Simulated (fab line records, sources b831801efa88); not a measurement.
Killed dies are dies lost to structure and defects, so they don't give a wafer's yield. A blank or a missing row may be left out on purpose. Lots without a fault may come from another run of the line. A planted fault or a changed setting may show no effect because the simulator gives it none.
Problem report in the 8D (eight disciplines) form, filled by code | flow sky130 | the parts of the form that need people (team, actions taken, sign-off) are left out

1. THE PROBLEM
dose_ions_cm2 at SKY_LDD_N_IMPLANT_13 reads a mean of 7e+12 on 6 wafers of 2 lots; wafers without a fault read 5e+12 with a standard deviation of 4.6e+09. That is +99 or more standard deviations from the usual mean.
First seen on wafer L622.1, day 21 19:04, on implanter-01. The record holds 42 wafers of 14 lots with a number at this step. Rule for "out", or "out of limits": more than 4 standard deviations from the usual mean. The other wafers with a number count as sound.

2. WHAT IT IS AND WHAT IT IS NOT
question                    | is                                | is not
which readings at this step | dose_ions_cm2, faraday_current_uA | beam_on_s, end_station_pressure_torr
which lots                  | L622, L624                        | L614, L617, L618, L627, L628, L630, L631, L632, L633, L634, L636, L637
which wafers of those lots  | all that have a number            | -
read on which tools         | implanter-01                      | implanter-02, implanter-04
when                        | from day 21 19:04                 | up to then (9 sound wafers); but 27 sound wafers of L627, L628, L630, L631, L632, L633, L634, L636, L637 came after

3. SUSPECTS, AND WHAT RULES EACH OUT
Counting: a tool at a process step up to the reading stays a suspect if it ran every lot that is out and no sound lot after the first of them.
- implanter-01 at SKY_LDD_N_IMPLANT_13: ruled out as a lasting fault. Sound lots L634, L636 ran on it after its first lot that is out, L622 (day 21 19:04).
Left after counting: nothing in the record.

4. THE CAUSE (what the simulator had put in)
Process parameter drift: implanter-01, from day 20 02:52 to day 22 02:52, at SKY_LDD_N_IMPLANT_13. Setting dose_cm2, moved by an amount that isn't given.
Counting ruled it out, wrongly.

5. THE CHAIN OF EFFECTS, in route order
Each row: a reading whose mean over the struck wafers that have a number lies more than 3 standard deviations from the usual. Only readings for which the record gives a usual standard deviation are gone through. hours: the time from each lot's start at the first step in this table that gives one to its start at this step, as a median over the lots. sigmas: the change in usual standard deviations.
hours | step                 | reading            | usual | on struck wafers | change | sigmas
0     | SKY_LDD_N_IMPLANT_13 | dose_ions_cm2      | 5e+12 | 7e+12            | +2e+12 | +99 or more
0     | SKY_LDD_N_IMPLANT_13 | faraday_current_uA | 28.2  | 39.3             | +11.1  | +18
The process steps in it:
- SKY_LDD_N_IMPLANT_13

6. WHAT WOULD HAVE CAUGHT IT SOONER
In this record the first reading out of limits was taken at day 21 19:04, 40 hours after the fault began at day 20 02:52.
